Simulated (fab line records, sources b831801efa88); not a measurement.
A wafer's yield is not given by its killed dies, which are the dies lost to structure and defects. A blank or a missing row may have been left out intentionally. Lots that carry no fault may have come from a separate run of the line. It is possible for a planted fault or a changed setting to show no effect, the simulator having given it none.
A sampling plan put to the test || flow sky130 || one fab line, 22 faults that these records tell of, each judged on the records of the lots that it struck
Plan = the line's own looks (route steps where a gauge or an inspection reads the wafer without altering it). A look is open to judgement when struck wafers have a number at it and the file gives its usual mean and standard deviation on fault-free wafers. Caught: a look later than the fault's first step finds the struck wafers' mean 4 or more of those standard deviations (sigma) from the usual mean. On the tool: here the same test is run on the tool's own readings at the fault's steps. If the struck wafers alone have a blank record, or they carry another recipe, that too counts as caught.

== THE FAULTS, as the simulator had put them in ==
1. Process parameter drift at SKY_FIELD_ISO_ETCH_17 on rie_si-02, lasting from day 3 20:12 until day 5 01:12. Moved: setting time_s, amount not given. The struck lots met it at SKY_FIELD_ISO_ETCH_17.
2. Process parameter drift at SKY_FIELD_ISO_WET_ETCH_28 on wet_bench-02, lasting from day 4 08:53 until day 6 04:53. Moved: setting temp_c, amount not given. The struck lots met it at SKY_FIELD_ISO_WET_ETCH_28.
3. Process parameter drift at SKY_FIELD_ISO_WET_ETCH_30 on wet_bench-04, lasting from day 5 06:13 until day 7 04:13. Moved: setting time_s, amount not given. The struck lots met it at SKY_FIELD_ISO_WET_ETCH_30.
4. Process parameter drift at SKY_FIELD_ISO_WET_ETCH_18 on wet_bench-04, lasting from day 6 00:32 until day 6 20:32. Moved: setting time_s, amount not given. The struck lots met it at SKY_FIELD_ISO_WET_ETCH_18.
5. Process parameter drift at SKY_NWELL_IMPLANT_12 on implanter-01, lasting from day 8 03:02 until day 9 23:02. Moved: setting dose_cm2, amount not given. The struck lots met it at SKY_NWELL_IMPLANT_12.
6. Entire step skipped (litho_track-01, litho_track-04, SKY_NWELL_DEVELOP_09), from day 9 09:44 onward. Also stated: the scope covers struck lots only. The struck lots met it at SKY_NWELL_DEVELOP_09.
7. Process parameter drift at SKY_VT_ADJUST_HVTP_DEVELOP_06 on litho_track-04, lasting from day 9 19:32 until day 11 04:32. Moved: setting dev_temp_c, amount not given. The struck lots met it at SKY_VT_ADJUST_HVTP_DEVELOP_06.
8. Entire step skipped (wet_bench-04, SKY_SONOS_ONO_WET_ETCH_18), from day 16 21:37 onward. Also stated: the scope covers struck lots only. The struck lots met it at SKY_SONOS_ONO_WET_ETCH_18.
9. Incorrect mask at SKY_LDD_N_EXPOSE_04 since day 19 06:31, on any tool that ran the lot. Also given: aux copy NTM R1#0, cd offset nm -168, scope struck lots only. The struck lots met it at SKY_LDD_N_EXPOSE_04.
10. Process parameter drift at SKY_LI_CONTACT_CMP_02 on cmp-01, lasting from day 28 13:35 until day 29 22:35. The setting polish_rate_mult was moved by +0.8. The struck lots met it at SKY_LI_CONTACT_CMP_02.
11. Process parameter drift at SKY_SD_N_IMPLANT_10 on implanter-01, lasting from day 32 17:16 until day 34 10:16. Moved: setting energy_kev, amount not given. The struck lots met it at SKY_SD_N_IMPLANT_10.
12. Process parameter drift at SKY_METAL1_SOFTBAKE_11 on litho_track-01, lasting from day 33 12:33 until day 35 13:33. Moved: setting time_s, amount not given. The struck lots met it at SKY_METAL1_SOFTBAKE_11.
13. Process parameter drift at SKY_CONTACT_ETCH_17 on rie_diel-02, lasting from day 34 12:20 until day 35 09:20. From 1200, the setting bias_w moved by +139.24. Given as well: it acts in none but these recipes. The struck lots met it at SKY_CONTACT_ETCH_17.
14. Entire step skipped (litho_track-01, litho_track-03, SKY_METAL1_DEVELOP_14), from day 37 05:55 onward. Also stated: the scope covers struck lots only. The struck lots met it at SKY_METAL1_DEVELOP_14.
15. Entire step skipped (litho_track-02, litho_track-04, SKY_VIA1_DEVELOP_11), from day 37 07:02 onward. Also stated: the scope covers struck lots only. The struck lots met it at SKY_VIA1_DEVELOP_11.
16. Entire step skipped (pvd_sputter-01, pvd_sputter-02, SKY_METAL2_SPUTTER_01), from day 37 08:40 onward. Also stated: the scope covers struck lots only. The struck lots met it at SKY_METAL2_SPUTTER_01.
17. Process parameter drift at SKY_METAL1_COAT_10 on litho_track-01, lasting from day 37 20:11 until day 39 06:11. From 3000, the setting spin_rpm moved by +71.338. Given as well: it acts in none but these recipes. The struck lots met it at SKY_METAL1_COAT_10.
18. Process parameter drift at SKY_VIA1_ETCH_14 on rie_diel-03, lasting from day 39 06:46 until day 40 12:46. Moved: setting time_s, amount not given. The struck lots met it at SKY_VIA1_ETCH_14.
19. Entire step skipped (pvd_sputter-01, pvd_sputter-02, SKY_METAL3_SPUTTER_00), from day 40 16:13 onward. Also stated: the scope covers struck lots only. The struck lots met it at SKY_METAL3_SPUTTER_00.
20. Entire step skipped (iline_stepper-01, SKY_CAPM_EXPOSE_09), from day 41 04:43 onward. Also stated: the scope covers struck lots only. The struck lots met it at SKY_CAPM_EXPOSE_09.
21. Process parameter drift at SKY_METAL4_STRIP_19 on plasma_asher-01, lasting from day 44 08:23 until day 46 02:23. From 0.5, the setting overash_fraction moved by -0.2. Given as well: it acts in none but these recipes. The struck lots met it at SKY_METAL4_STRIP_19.
22. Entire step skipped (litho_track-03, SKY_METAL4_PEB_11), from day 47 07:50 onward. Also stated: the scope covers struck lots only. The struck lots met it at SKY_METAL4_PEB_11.

== WHAT THE PLAN SAW ==
{"fault": 1, "on the tool itself": "run_length_s -97 sigma", "first look that catches it": "none of the 2 looks that can be judged after it", "reading, sigma": "-", "median hours from its first step to that look": "-", "hours from the fault's start to the first struck lot there": "-", "judged looks passed uncaught": 2}
{"fault": 2, "on the tool itself": "temp_c +99 or beyond sigma", "first look that catches it": "not the one look that can be judged after it", "reading, sigma": "-", "median hours from its first step to that look": "-", "hours from the fault's start to the first struck lot there": "-", "judged looks passed uncaught": 1}
{"fault": 3, "on the tool itself": "only faintly: run_length_s -2.7 sigma", "first look that catches it": "none of the 2 looks that can be judged after it", "reading, sigma": "-", "median hours from its first step to that look": "-", "hours from the fault's start to the first struck lot there": "-", "judged looks passed uncaught": 2}
{"fault": 4, "on the tool itself": "run_length_s -30 sigma", "first look that catches it": "not the one look that can be judged after it", "reading, sigma": "-", "median hours from its first step to that look": "-", "hours from the fault's start to the first struck lot there": "-", "judged looks passed uncaught": 1}
{"fault": 5, "on the tool itself": "dose_ions_cm2 +99 or beyond sigma", "first look that catches it": "none of the 2 looks that can be judged after it", "reading, sigma": "-", "median hours from its first step to that look": "-", "hours from the fault's start to the first struck lot there": "-", "judged looks passed uncaught": 2}
{"fault": 6, "on the tool itself": "the tool's record is blank for the struck wafers", "first look that catches it": "not the one look that can be judged after it", "reading, sigma": "-", "median hours from its first step to that look": "-", "hours from the fault's start to the first struck lot there": "-", "judged looks passed uncaught": 1}
{"fault": 7, "on the tool itself": "developer_temp_C +8.4 sigma", "first look that catches it": "no look after it can be judged", "reading, sigma": "-", "median hours from its first step to that look": "-", "hours from the fault's start to the first struck lot there": "-", "judged looks passed uncaught": 0}
{"fault": 8, "on the tool itself": "the tool's record is blank for the struck wafers", "first look that catches it": "none of the 2 looks that can be judged after it", "reading, sigma": "-", "median hours from its first step to that look": "-", "hours from the fault's start to the first struck lot there": "-", "judged looks passed uncaught": 2}
{"fault": 9, "on the tool itself": "under 2 sigma", "first look that catches it": "not the one look that can be judged after it", "reading, sigma": "-", "median hours from its first step to that look": "-", "hours from the fault's start to the first struck lot there": "-", "judged looks passed uncaught": 1}
{"fault": 10, "on the tool itself": "time_to_endpoint_s -5.4 sigma", "first look that catches it": "not the one look that can be judged after it", "reading, sigma": "-", "median hours from its first step to that look": "-", "hours from the fault's start to the first struck lot there": "-", "judged looks passed uncaught": 1}
{"fault": 11, "on the tool itself": "beam_energy_keV +99 or beyond sigma", "first look that catches it": "not the one look that can be judged after it", "reading, sigma": "-", "median hours from its first step to that look": "-", "hours from the fault's start to the first struck lot there": "-", "judged looks passed uncaught": 1}
{"fault": 12, "on the tool itself": "run_length_s -33 sigma", "first look that catches it": "not the one look that can be judged after it", "reading, sigma": "-", "median hours from its first step to that look": "-", "hours from the fault's start to the first struck lot there": "-", "judged looks passed uncaught": 1}
{"fault": 13, "on the tool itself": "bias_w +41 sigma", "first look that catches it": "no look after it can be judged", "reading, sigma": "-", "median hours from its first step to that look": "-", "hours from the fault's start to the first struck lot there": "-", "judged looks passed uncaught": 0}
{"fault": 14, "on the tool itself": "the tool's record is blank for the struck wafers", "first look that catches it": "no look after it can be judged", "reading, sigma": "-", "median hours from its first step to that look": "-", "hours from the fault's start to the first struck lot there": "-", "judged looks passed uncaught": 0}
{"fault": 15, "on the tool itself": "the tool's record is blank for the struck wafers", "first look that catches it": "no look after it can be judged", "reading, sigma": "-", "median hours from its first step to that look": "-", "hours from the fault's start to the first struck lot there": "-", "judged looks passed uncaught": 0}
{"fault": 16, "on the tool itself": "the tool's record is blank for the struck wafers", "first look that catches it": "no look after it can be judged", "reading, sigma": "-", "median hours from its first step to that look": "-", "hours from the fault's start to the first struck lot there": "-", "judged looks passed uncaught": 0}
{"fault": 17, "on the tool itself": "spin_speed_rpm +37 sigma", "first look that catches it": "no look after it can be judged", "reading, sigma": "-", "median hours from its first step to that look": "-", "hours from the fault's start to the first struck lot there": "-", "judged looks passed uncaught": 0}
{"fault": 18, "on the tool itself": "oes_product_au +12 sigma", "first look that catches it": "not the one look that can be judged after it", "reading, sigma": "-", "median hours from its first step to that look": "-", "hours from the fault's start to the first struck lot there": "-", "judged looks passed uncaught": 1}
{"fault": 19, "on the tool itself": "the tool's record is blank for the struck wafers", "first look that catches it": "no look after it can be judged", "reading, sigma": "-", "median hours from its first step to that look": "-", "hours from the fault's start to the first struck lot there": "-", "judged looks passed uncaught": 0}
{"fault": 20, "on the tool itself": "no reading that can be judged", "first look that catches it": "no look after it can be judged", "reading, sigma": "-", "median hours from its first step to that look": "-", "hours from the fault's start to the first struck lot there": "-", "judged looks passed uncaught": 0}
{"fault": 21, "on the tool itself": "under 2 sigma", "first look that catches it": "no look after it can be judged", "reading, sigma": "-", "median hours from its first step to that look": "-", "hours from the fault's start to the first struck lot there": "-", "judged looks passed uncaught": 0}
{"fault": 22, "on the tool itself": "no reading that can be judged", "first look that catches it": "no look after it can be judged", "reading, sigma": "-", "median hours from its first step to that look": "-", "hours from the fault's start to the first struck lot there": "-", "judged looks passed uncaught": 0}
Dash: fault not caught, or number not given in these records.

Caught at a look: 0 of 22. Caught on the tool: 17 of 22. By one or the other: 17 of 22.
Faults 1, 2, 4, 5, 6, 7, 8, 10, 11, 12, 13, 14, 15, 16, 17, 18, 19 were caught on the tool alone.
Caught by neither: faults 3, 9, 20, 21, 22.
